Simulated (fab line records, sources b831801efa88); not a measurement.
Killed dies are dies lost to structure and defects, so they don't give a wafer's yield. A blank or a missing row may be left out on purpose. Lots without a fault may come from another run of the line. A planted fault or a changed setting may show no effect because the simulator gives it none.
fab line records | flow gf180mcu
record lots=5 wafers=23
route steps=602 shown POLY_GATE@165 HV_LDD@206 NSD@241 PSD@250 SALICIDE@281
start_h: hours from the record's first day to the start of the lot's first wafer shown | wait_h: hours since the lot's step before | " the same as in the row above | L1.1+2: a row that stands for several wafers | - no value, or no start given | * or withheld: withheld | < > ~ a bound
route shown NAME@n: a module of which the file shows steps, and the number in the route of the first | usual: mean/standard deviation of fault-free wafers | same: alike in all rows | chamber/n: place in a boat | sites: the reading at each site | _std_site: their standard deviation | _edge_site: outer sites' mean less inner sites' | radius_mm: how far each site lies from the wafer's centre | mask NAME#n: copy n | behind: the tool/chamber that last shaped the wafer | hold: why the lot was held/for how many hours/how that ended | device: the transistor (n, p or np) that didn't switch | end of line: the same wafers' tests at the end of the route | a step without rows: its recipe alone | killed: dies lost to structure and defects at the first sort, not the wafer's yield | map: a wafer's dies, x killed, . not, _ none there
set.NAME: the setting as run; set.NAME@STEP: as run at that earlier step | model.NAME: the simulator's own value behind a step, which no gauge read
lots whose settings were changed on purpose; a table a step, a row a wafer
## steps
# step GF_POLY_GATE_PEB_08
# recipe peb_temp_c=135 peb_time_s=90 resist=KrF
# columns lot.wafer tool chamber start_h wait_h set.peb_temp_c
L074.1+2 litho_track-01 0 - - 133.8
L074.3+4+5 " 0 " " 135
L075.2+4+6 litho_track-01 0 - - 132.2
L075.3+5 " 0 " " 135
L082.1+2+3+4+5 litho_track-02 0 - - 135
L084.1+4+6 litho_track-01 0 - - 137.1
L084.2+5 " 0 " " 135
L085.1+3+5 litho_track-04 0 - - 135
# step GF_POLY_GATE_DEVELOP_09
# recipe develop_time_s=60 resist=KrF dev_temp_c=21
# step GF_POLY_GATE_CD_MEAS_10
# recipe target_cd_nm=280
# usual cd_nm=279.3/1.4
# columns lot.wafer tool chamber start_h wait_h set.peb_temp_c@POLY_GATE_PEB_08 cd_nm
L074.1 cd_sem-02 - 194.94 0.1 133.8 285.6
L074.2 " - " " 133.8 284.9
L074.3 " - " " 135 281.8
L074.4 " - " " 135 281.8
L074.5 " - " " 135 281.8
L075.2 cd_sem-01 - 202.51 0.1 132.2 289.0
L075.3 " - " " 135 279.0
L075.4 " - " " 132.2 289.4
L075.5 " - " " 135 280.0
L075.6 " - " " 132.2 288.0
L082.1 cd_sem-02 - 249.00 0.1 135 279.8
L082.2 " - " " 135 279.1
L082.3 " - " " 135 280.9
L082.4 " - " " 135 278.0
L082.5 " - " " 135 278.8
L084.1 cd_sem-01 - 270.94 0.1 137.1 271.9
L084.2 " - " " 135 277.7
L084.4 " - " " 137.1 272.4
L084.5 " - " " 135 279.5
L084.6 " - " " 137.1 272.5
L085.1 cd_sem-02 - 281.97 0.1 135 280.0
L085.3 " - " " 135 279.4
L085.5 " - " " 135 279.6
# step GF_POLY_GATE_ETCH_12
# recipe chemistry=N2/H2 target_depth_a=withheld overetch_a=withheld time_s=withheld target=BARC ion_energy_ev=200 source_w=500 bias_w=100 pressure_mtorr=30 n2_flow_sccm=100 h2_flow_sccm=200
# columns lot.wafer tool chamber start_h wait_h set.ion_energy_ev set.peb_temp_c@POLY_GATE_PEB_08 model.POLY_GATE.cd_nm
L074.1 rie_diel-02 1 195.10 0.0 221.6 133.8 285.2
L074.2 " 0 " " 221.6 133.8 285.7
L074.3 " 3 " " 200 135 283.2
L074.4 " 2 " " 200 135 281.8
L074.5 " 2 " " 221.6 135 282.4
L075.2 rie_diel-02 0 202.65 0.0 222.2 132.2 290.2
L075.3 " 3 " " 222.2 135 280.6
L075.4 " 3 " " 200 132.2 290.3
L075.5 " 0 " " 200 135 280.9
L075.6 " 2 " " 222.2 132.2 288.4
L082.1 rie_diel-02 1 249.16 0.0 200 135 279.6
L082.2 " 3 " " 192.4 135 279.6
L082.3 " 2 " " 200 135 280.5
L082.4 " 0 " " 192.4 135 278.4
L082.5 " 0 " " 200 135 279.8
L084.1 rie_diel-02 2 271.10 0.0 200 137.1 272.5
L084.2 " 1 " " 200 135 278.2
L084.4 " 3 " " 200 137.1 274
L084.5 " 3 " " 200 135 280.4
L084.6 " 2 " " 200 137.1 272.4
L085.1 rie_diel-02 0 282.13 0.0 200 135 280.4
L085.3 " 3 " " 200 135 281
L085.5 " 2 " " 200 135 280
# step GF_POLY_GATE_ETCH_13
# recipe target=poly-Si target_depth_nm=198.5 stop_on=SiO2 over_etch_frac=0.403 chemistry=HBr/Cl2 icp_w=400 bias_w=100 pressure_mtorr=10 HBr_flow_sccm=150 Cl2_flow_sccm=50 time_s=69.6
# columns lot.wafer tool chamber start_h wait_h set.peb_temp_c@POLY_GATE_PEB_08 model.POLY_GATE.cd_nm
L074.1 rie_si-02 1 195.15 - 133.8 284.8
L074.2 " 3 " " 133.8 284.6
L074.3 " 2 " " 135 283.4
L074.4 " 0 " " 135 281.1
L074.5 " 1 " " 135 282.4
L075.2 rie_si-01 3 202.70 - 132.2 289.2
L075.3 " 2 " " 135 280.5
L075.4 " 0 " " 132.2 290.6
L075.5 " 2 " " 135 280.2
L075.6 " 1 " " 132.2 288.2
L082.1 rie_si-01 2 249.21 - 135 280.4
L082.2 " 1 " " 135 280.6
L082.3 " 3 " " 135 281.4
L082.4 " 0 " " 135 278.5
L082.5 " 1 " " 135 280.1
L084.1 rie_si-01 2 271.15 - 137.1 273.8
L084.2 " 3 " " 135 278.3
L084.4 " 1 " " 137.1 276
L084.5 " 2 " " 135 280.9
L084.6 " 3 " " 137.1 272.6
L085.1 rie_si-02 1 282.18 - 135 279.4
L085.3 " 0 " " 135 281.2
L085.5 " 0 " " 135 278.8
# step GF_POLY_GATE_STRIP_14
# recipe chemistry=O2/N2 power_w=1400 pressure_mtorr=1500 platen_temp_c=250 o2_flow_sccm=3000 n2_flow_sccm=300 overash_fraction=0.5
# step GF_POLY_GATE_CLEAN_15
# recipe chemistry=SC1/SC2 mix=1:4:20 temp_c=70 time_s=150 dry=n2_spin
# step GF_POLY_GATE_OXIDATION_16
# recipe temp_c=850 ambient=O2 stabilise_s=600 purge_s=300 target_thk_a=40 ox_time_s=899
# step GF_POLY_GATE_CD_MEAS_18
# usual cd_nm=279.6/1.6
# columns lot.wafer tool chamber start_h wait_h set.peb_temp_c@POLY_GATE_PEB_08 cd_nm
L074.1 cd_sem-02 - 197.90 0.1 133.8 285.0
L074.2 " - " " 133.8 284.8
L074.3 " - " " 135 283.3
L074.4 " - " " 135 281.0
L074.5 " - " " 135 282.3
L075.2 cd_sem-01 - 204.24 0.1 132.2 288.9
L075.3 " - " " 135 281.0
L075.4 " - " " 132.2 290.7
L075.5 " - " " 135 280.3
L075.6 " - " " 132.2 288.1
L082.1 cd_sem-02 - 250.73 0.1 135 280.3
L082.2 " - " " 135 280.8
L082.3 " - " " 135 281.6
L082.4 " - " " 135 278.5
L082.5 " - " " 135 280.2
L084.1 cd_sem-01 - 272.82 0.1 137.1 273.7
L084.2 " - " " 135 278.3
L084.4 " - " " 137.1 276.2
L084.5 " - " " 135 281.0
L084.6 " - " " 137.1 272.6
L085.1 cd_sem-01 - 283.69 0.1 135 278.8
L085.3 " - " " 135 281.3
L085.5 " - " " 135 279.1
# step GF_HV_LDD_DEVELOP_30
# recipe develop_time_s=60 dev_temp_c=23
# columns lot.wafer tool chamber start_h wait_h set.dev_temp_c
L074.1+3 litho_track-02 0 252.25 0.1 23
L074.2+4+5 " 0 " " 19.86
L075.2+3+4 litho_track-02 0 259.23 0.1 21.96
L075.5+6 " 0 " " 23
L082.1+4 litho_track-03 0 310.39 0.1 23
L082.2+3+5 " 0 " " 21.93
L084.1+2+4 litho_track-03 0 335.59 0.1 23
L084.5+6 " 0 " " 25.65
L085.1+3+5 litho_track-02 0 347.15 0.1 23
# step GF_HV_LDD_CD_MEAS_31
# recipe target_cd_nm=400
# usual cd_nm=399.1/2.1
# columns lot.wafer tool chamber start_h wait_h set.dev_temp_c@HV_LDD_DEVELOP_30 cd_nm
L074.1 cd_sem-02 - 252.40 0.1 23 402.8
L074.2 " - " " 19.86 413.4
L074.3 " - " " 23 404.3
L074.4 " - " " 19.86 413.3
L074.5 " - " " 19.86 412.7
L075.2 cd_sem-01 - 259.37 0.1 21.96 400.9
L075.3 " - " " 21.96 401.6
L075.4 " - " " 21.96 402.1
L075.5 " - " " 23 399.1
L075.6 " - " " 23 398.4
L082.1 cd_sem-01 - 310.54 0.1 23 398.9
L082.2 " - " " 21.93 404.4
L082.3 " - " " 21.93 402.1
L082.4 " - " " 23 399.2
L082.5 " - " " 21.93 403.6
L084.1 cd_sem-01 - 335.74 0.1 23 398.2
L084.2 " - " " 23 398.5
L084.4 " - " " 23 398.3
L084.5 " - " " 25.65 389.1
L084.6 " - " " 25.65 388.5
L085.1 cd_sem-02 - 347.30 0.1 23 396.5
L085.3 " - " " 23 397.0
L085.5 " - " " 23 397.6
# step GF_HV_LDD_COAT_41
# recipe resist=NOVOLAK spin_rpm=3000 resist_thk_nm=1000
# columns lot.wafer tool chamber start_h wait_h set.spin_rpm model.NOVOLAK_of_HV_LDD_COAT_41.thk_nm
L074.1 litho_track-03 0 262.19 0.1 3000 1000
L074.2 " 0 " " 3000 1001
L074.3 " 0 " " 3000 998.8
L074.4 " 0 " " 3000 997.9
L074.5 " 0 " " 3000 999.1
L075.2+3 litho_track-02 0 269.78 0.1 3000 998.2
L075.4 " 0 " " 3000 997.7
L075.5 " 0 " " 3000 995.5
L075.6 " 0 " " 3000 997.9
L082.1 litho_track-02 0 321.55 0.1 3000 1001
L082.2 " 0 " " 3000 999.6
L082.3 " 0 " " 2866 1023
L082.4 " 0 " " 2866 1026
L082.5 " 0 " " 3000 1004
L084.1 litho_track-04 0 347.42 0.1 3000 998.4
L084.2 " 0 " " 2932 1008
L084.4 " 0 " " 3000 1000
L084.5 " 0 " " 3000 995.6
L084.6 " 0 " " 2932 1011
L085.1 litho_track-03 0 358.54 0.1 3000 997.7
L085.3 " 0 " " 3000 997.1
L085.5 " 0 " " 3000 995.2
# step GF_HV_LDD_SOFTBAKE_42
# recipe temp_c=90 time_s=60 resist=NOVOLAK
# step GF_HV_LDD_EXPOSE_43
# recipe mask_id=Pplus_HV_AREA target_cd_nm=400 na=0.6 source_shape=conventional sigma_outer=0.6 dose_mj=140
# step GF_HV_LDD_IMPLANT_48
# recipe species=B energy_kev=25 dose_cm2=3e+13 tilt_deg=7
# step GF_HV_LDD_STRIP_49
# recipe chemistry=O2/N2 power_w=1400 pressure_mtorr=1500 platen_temp_c=250 o2_flow_sccm=3000 n2_flow_sccm=300 overash_fraction=0.5
# usual strip_time_to_endpoint_s=12.61/0.033
# columns lot.wafer tool chamber start_h wait_h set.spin_rpm@HV_LDD_COAT_41 strip_time_to_endpoint_s
L074.1 plasma_asher-01 0 272.79 0.1 3000 12.62
L074.2 " 1 " " 3000 12.65
L074.3 " 1 " " 3000 12.61
L074.4 " 0 " " 3000 12.61
L074.5 " 1 " " 3000 12.60
L075.2 plasma_asher-01 1 279.91 0.1 3000 12.63
L075.3 " 0 " " 3000 12.59
L075.4 " 1 " " 3000 12.61
L075.5 " 0 " " 3000 12.58
L075.6 " 1 " " 3000 12.61
L082.1 plasma_asher-01 1 332.31 0.1 3000 12.63
L082.2 " 0 " " 3000 12.62
L082.3 " 1 " " 2866 12.83
L082.4 " 0 " " 2866 12.85
L082.5 " 0 " " 3000 12.67
L084.1 plasma_asher-01 0 358.38 0.1 3000 12.60
L084.2 " 1 " " 2932 12.73
L084.4 " 1 " " 3000 12.63
L084.5 " 1 " " 3000 12.58
L084.6 " 0 " " 2932 12.77
L085.1 plasma_asher-01 1 370.36 0.1 3000 12.59
L085.3 " 0 " " 3000 12.58
L085.5 " 0 " " 3000 12.58
# step GF_NSD_DEVELOP_06
# recipe develop_time_s=60 dev_temp_c=23
# columns lot.wafer tool chamber start_h wait_h set.develop_time_s
L074.1+2+5 litho_track-02 0 295.35 0.1 67.6
L074.3+4 " 0 " " 60
L075.2+4+5 litho_track-01 0 302.57 0.1 60
L075.3+6 " 0 " " 68.3
L082.1+2+3+4+5 litho_track-02 0 357.25 0.1 60
L084.1+6 litho_track-02 0 384.00 0.1 57.45
L084.2+4+5 " 0 " " 60
L085.1+3+5 litho_track-02 0 395.65 0.1 60
# step GF_NSD_CD_MEAS_07
# recipe target_cd_nm=400
# usual cd_nm=400.9/2.5
# columns lot.wafer tool chamber start_h wait_h set.develop_time_s@NSD_DEVELOP_06 cd_nm
L074.1 cd_sem-01 - 295.50 0.1 67.6 412.6
L074.2 " - " " 67.6 409.4
L074.3 " - " " 60 400.4
L074.4 " - " " 60 398.9
L074.5 " - " " 67.6 411.0
L075.2 cd_sem-01 - 302.71 0.1 60 400.3
L075.3 " - " " 68.3 416.4
L075.4 " - " " 60 404.2
L075.5 " - " " 60 404.5
L075.6 " - " " 68.3 415.6
L082.1 cd_sem-02 - 357.40 0.1 60 400.9
L082.2 " - " " 60 399.3
L082.3 " - " " 60 396.4
L082.4 " - " " 60 398.6
L082.5 " - " " 60 398.0
L084.1 cd_sem-02 - 384.15 0.1 57.45 397.0
L084.2 " - " " 60 401.8
L084.4 " - " " 60 400.2
L084.5 " - " " 60 401.7
L084.6 " - " " 57.45 395.9
L085.1 cd_sem-01 - 395.80 0.1 60 404.4
L085.3 " - " " 60 405.7
L085.5 " - " " 60 404.6
# step GF_PSD_COAT_02
# recipe resist=NOVOLAK spin_rpm=3000 resist_thk_nm=1000
# columns lot.wafer tool chamber start_h wait_h set.resist_thk_nm model.NOVOLAK_of_PSD_COAT_02.thk_nm
L074.1 litho_track-04 0 305.97 0.1 1051 1043
L074.2 " 0 " " 1000 996.2
L074.3+4 " 0 " " 1051 1046
L074.5 " 0 " " 1000 994.9
L075.2 litho_track-04 0 313.95 0.1 1000 998.1
L075.3 " 0 " " 1000 1000
L075.4 " 0 " " 1000 998.8
L075.5 " 0 " " 1000 997.8
L075.6 " 0 " " 1000 997.9
L082.1 litho_track-04 0 368.52 0.1 981.9 980.1
L082.2 " 0 " " 1000 1000
L082.3 " 0 " " 1000 998.3
L082.4 " 0 " " 981.9 978.7
L082.5 " 0 " " 981.9 981.5
L084.1 litho_track-04 0 396.02 0.1 981.6 981.3
L084.2+5 " 0 " " 1000 1001
L084.4 " 0 " " 981.6 982.1
L084.6 " 0 " " 981.6 981.2
L085.1 litho_track-01 0 407.74 0.1 1000 1000
L085.3 " 0 " " 1000 997.5
L085.5 " 0 " " 1000 994.5
# step GF_PSD_IMPLANT_09
# recipe species=BF2 energy_kev=40 dose_cm2=1.5e+15 tilt_deg=7
# columns lot.wafer tool chamber start_h wait_h set.energy_kev model.implant.rp_nm model.implant.drp_nm
L074.1+3 implanter-01 0 316.55 0.0 40 30.32 15.87
L074.2+4+5 " 0 " " 41.18 31.05 16.2
L075.2+5+6 implanter-04 0 325.22 0.0 41.93 30.88 16.41
L075.3+4 " 0 " " 40 29.71 15.87
L082.1+3+5 implanter-04 0 380.04 0.0 42.41 30.95 16.54
L082.2+4 " 0 " " 40 29.5 15.87
L084.1+2+5 implanter-03 0 408.03 0.0 40 31.89 15.87
L084.4+6 " 0 " " 41.07 32.58 16.17
L085.1+3+5 implanter-04 0 419.58 0.0 40 29.53 15.87
# step GF_PSD_STRIP_10
# recipe chemistry=O2/N2 power_w=1400 pressure_mtorr=1500 platen_temp_c=250 o2_flow_sccm=3000 n2_flow_sccm=300 overash_fraction=0.5
# usual strip_time_to_endpoint_s=16.51/0.033
# columns lot.wafer tool chamber start_h wait_h set.resist_thk_nm@PSD_COAT_02 set.energy_kev@PSD_IMPLANT_09 strip_time_to_endpoint_s
L074.1 plasma_asher-03 0 316.70 0.1 1051 40 17.03
L074.2 " 1 " " 1000 41.18 16.62
L074.3 " 1 " " 1051 40 17.07
L074.4 " 0 " " 1051 41.18 17.19
L074.5 " 1 " " 1000 41.18 16.61
L075.2 plasma_asher-04 1 325.34 0.1 1000 41.93 16.71
L075.3 " 1 " " 1000 40 16.55
L075.4 " 0 " " 1000 40 16.53
L075.5 " 1 " " 1000 41.93 16.71
L075.6 " 0 " " 1000 41.93 16.72
L082.1 plasma_asher-03 0 380.19 0.1 981.9 42.41 16.54
L082.2 " 1 " " 1000 40 16.52
L082.3 " 1 " " 1000 42.41 16.73
L082.4 " 0 " " 981.9 40 16.28
L082.5 " 0 " " 981.9 42.41 16.54
L084.1 plasma_asher-03 1 408.18 0.1 981.6 40 16.32
L084.2 " 0 " " 1000 40 16.55
L084.4 " 0 " " 981.6 41.07 16.46
L084.5 " 1 " " 1000 40 16.56
L084.6 " 0 " " 981.6 41.07 16.41
L085.1 plasma_asher-03 1 419.73 0.1 1000 40 16.52
L085.3 " 1 " " 1000 40 16.51
L085.5 " 0 " " 1000 40 16.48
# step GF_PSD_CLEAN_12
# recipe chemistry=SC1/SC2 mix=1:4:20 temp_c=70 time_s=150 dry=n2_spin
# step GF_PSD_RTA_13
# recipe temp_c=1025 time_s=20 ambient=N2
# step GF_PSD_RS_MEAS_15
# recipe thk_meas_gauge=four-point-probe
# usual PSD_RS=108.4/0.33
# columns lot.wafer tool chamber start_h wait_h set.energy_kev@PSD_IMPLANT_09 PSD_RS[ohm/sq]
L074.1 film_metro-04 - 317.12 0.1 40 108.4
L074.2 " - " " 41.18 107.0
L074.3 " - " " 40 108.1
L074.4 " - " " 41.18 107.0
L074.5 " - " " 41.18 106.8
L075.2 film_metro-03 - 325.87 0.1 41.93 106.3
L075.3 " - " " 40 108.5
L075.4 " - " " 40 108.4
L075.5 " - " " 41.93 106.0
L075.6 " - " " 41.93 105.7
L082.1 film_metro-02 - 380.61 0.1 42.41 105.7
L082.2 " - " " 40 108.7
L082.3 " - " " 42.41 105.5
L082.4 " - " " 40 108.6
L082.5 " - " " 42.41 105.9
L084.1 film_metro-04 - 408.59 0.1 40 108.2
L084.2 " - " " 40 108.2
L084.4 " - " " 41.07 106.8
L084.5 " - " " 40 108.0
L084.6 " - " " 41.07 107.2
L085.1 film_metro-02 - 420.14 0.1 40 107.7
L085.3 " - " " 40 108.2
L085.5 " - " " 40 108.1
# step GF_SALICIDE_SPUTTER_03
# recipe material=TiN target_thk_nm=20 power_w=6500 time_s=16.7 chamber_pressure_pa=0.4
# columns lot.wafer tool chamber start_h wait_h set.time_s model.TiN_of_SALICIDE_SPUTTER_03.thk_nm
L074.1+4 pvd_sputter-01 - 338.01 0.0 16.7 20.2
L074.2 " - " " 16.7 20.32
L074.3 " - " " 16.7 20.27
L074.5 " - " " 16.7 20.16
L075.2 pvd_sputter-04 - 347.47 0.0 16.7 19.92
L075.3 " - " " 16.7 19.86
L075.4 " - " " 17.75 21.13
L075.5 " - " " 17.75 21.09
L075.6 " - " " 17.75 21.1
L082.1 pvd_sputter-04 - 404.37 0.0 16.7 20.09
L082.2 " - " " 16.7 19.85
L082.3 " - " " 18.51 22.12
L082.4 " - " " 16.7 19.86
L082.5 " - " " 18.51 22.17
L084.1 pvd_sputter-01 - 431.84 0.0 16.7 20.47
L084.2 " - " " 16.7 20.48
L084.4 " - " " 16.7 20.32
L084.5 " - " " 14.57 17.84
L084.6 " - " " 14.57 17.76
L085.1 pvd_sputter-04 - 444.64 0.0 16.7 20.18
L085.3 " - " " 16.7 20.05
L085.5 " - " " 16.7 20.02
# step GF_SALICIDE_RS_MEAS_04
# recipe thk_meas_gauge=four-point-probe reads=TiN_of_SALICIDE_SPUTTER_03+Co_of_SALICIDE_SPUTTER_02
# usual SALICIDE_TIN_RS=16.3/0.33
# columns lot.wafer tool chamber start_h wait_h set.time_s@SALICIDE_SPUTTER_03 SALICIDE_TIN_RS[ohm/sq]
L074.1 film_metro-01 - 338.03 0.0 16.7 16.4
L074.2 " - " " 16.7 16.5
L074.3 " - " " 16.7 16.4
L074.4 " - " " 16.7 16.1
L074.5 " - " " 16.7 16.4
L075.2 film_metro-03 - 347.52 0.0 16.7 16.0
L075.3 " - " " 16.7 16.0
L075.4 " - " " 17.75 15.6
L075.5 " - " " 17.75 15.7
L075.6 " - " " 17.75 15.5
L082.1 film_metro-04 - 404.40 0.0 16.7 16.4
L082.2 " - " " 16.7 16.6
L082.3 " - " " 18.51 15.8
L082.4 " - " " 16.7 16.6
L082.5 " - " " 18.51 16.0
L084.1 film_metro-04 - 431.87 0.0 16.7 15.8
L084.2 " - " " 16.7 15.9
L084.4 " - " " 16.7 15.9
L084.5 " - " " 14.57 16.7
L084.6 " - " " 14.57 16.8
L085.1 film_metro-04 - 444.67 0.0 16.7 16.6
L085.3 " - " " 16.7 16.6
L085.5 " - " " 16.7 16.6
# step GF_SALICIDE_THK_MEAS_05
# recipe thk_meas_gauge=xrf reads=TiN_of_SALICIDE_SPUTTER_03
# usual SALICIDE_TIN_THK=20.31/0.25
# columns lot.wafer tool chamber start_h wait_h set.time_s@SALICIDE_SPUTTER_03 SALICIDE_TIN_THK[nm]
L074.1 film_metro-01 - 338.15 0.1 16.7 20.44
L074.2 " - " " 16.7 20.64
L074.3 " - " " 16.7 20.50
L074.4 " - " " 16.7 20.46
L074.5 " - " " 16.7 20.44
L075.2 film_metro-03 - 347.63 0.1 16.7 19.97
L075.3 " - " " 16.7 19.93
L075.4 " - " " 17.75 21.10
L075.5 " - " " 17.75 21.17
L075.6 " - " " 17.75 21.21
L082.1 film_metro-04 - 404.52 0.1 16.7 20.34
L082.2 " - " " 16.7 20.11
L082.3 " - " " 18.51 22.33
L082.4 " - " " 16.7 20.10
L082.5 " - " " 18.51 22.43
L084.1 film_metro-04 - 431.99 0.1 16.7 20.69
L084.2 " - " " 16.7 20.76
L084.4 " - " " 16.7 20.68
L084.5 " - " " 14.57 18.19
L084.6 " - " " 14.57 18.01
L085.1 film_metro-04 - 444.79 0.1 16.7 20.56
L085.3 " - " " 16.7 20.34
L085.5 " - " " 16.7 20.33
## key
split step=GF_POLY_GATE_PEB_08 setting=peb_temp_c stated=135 by=wafer
response step=GF_POLY_GATE_CD_MEAS_10 reading=cd_nm change=-4.29 per=1% r=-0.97
response step=GF_POLY_GATE_ETCH_12 reading=model.POLY_GATE.cd_nm change=-4.11 per=1% r=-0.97
response step=GF_POLY_GATE_ETCH_13 reading=model.POLY_GATE.cd_nm change=-3.9 per=1% r=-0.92
response step=GF_POLY_GATE_CD_MEAS_18 reading=cd_nm change=-3.83 per=1% r=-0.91
split step=GF_POLY_GATE_ETCH_12 setting=ion_energy_ev stated=200 by=wafer
response none clear
split step=GF_HV_LDD_DEVELOP_30 setting=dev_temp_c stated=23 by=wafer
response step=GF_HV_LDD_CD_MEAS_31 reading=cd_nm change=-0.758 per=1% r=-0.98
split step=GF_HV_LDD_COAT_41 setting=spin_rpm stated=3000 by=wafer
response step=GF_HV_LDD_COAT_41 reading=model.NOVOLAK_of_HV_LDD_COAT_41.thk_nm change=-5.16 per=1% r=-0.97
response step=GF_HV_LDD_STRIP_49 reading=strip_time_to_endpoint_s change=* per=1% r=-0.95
split step=GF_NSD_DEVELOP_06 setting=develop_time_s stated=60 by=wafer
response step=GF_NSD_CD_MEAS_07 reading=cd_nm change=+0.928 per=1% r=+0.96
split step=GF_PSD_COAT_02 setting=resist_thk_nm stated=1000 by=wafer
response step=GF_PSD_COAT_02 reading=model.NOVOLAK_of_PSD_COAT_02.thk_nm change=+9.82 per=1% r=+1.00
response step=GF_PSD_STRIP_10 reading=strip_time_to_endpoint_s change=* per=1% r=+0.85
split step=GF_PSD_IMPLANT_09 setting=energy_kev stated=40 by=wafer
response step=GF_PSD_IMPLANT_09 reading=model.implant.rp_nm change=+0.243 per=1% r=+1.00
response step=GF_PSD_IMPLANT_09 reading=model.implant.drp_nm change=+0.11 per=1% r=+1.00
response step=GF_PSD_RS_MEAS_15 reading=PSD_RS change=-0.483 per=1% r=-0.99
response step=GF_PSD_STRIP_10 reading=strip_time_to_endpoint_s slope=* per=1% together_with=resist_thk_nm@PSD_COAT_02 explained=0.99
split step=GF_SALICIDE_SPUTTER_03 setting=time_s stated=16.7 by=wafer
response step=GF_SALICIDE_SPUTTER_03 reading=model.TiN_of_SALICIDE_SPUTTER_03.thk_nm change=+0.204 per=1% r=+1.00
response step=GF_SALICIDE_RS_MEAS_04 reading=SALICIDE_TIN_RS change=-0.0625 per=1% r=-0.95
response step=GF_SALICIDE_THK_MEAS_05 reading=SALICIDE_TIN_THK change=+0.202 per=1% r=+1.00
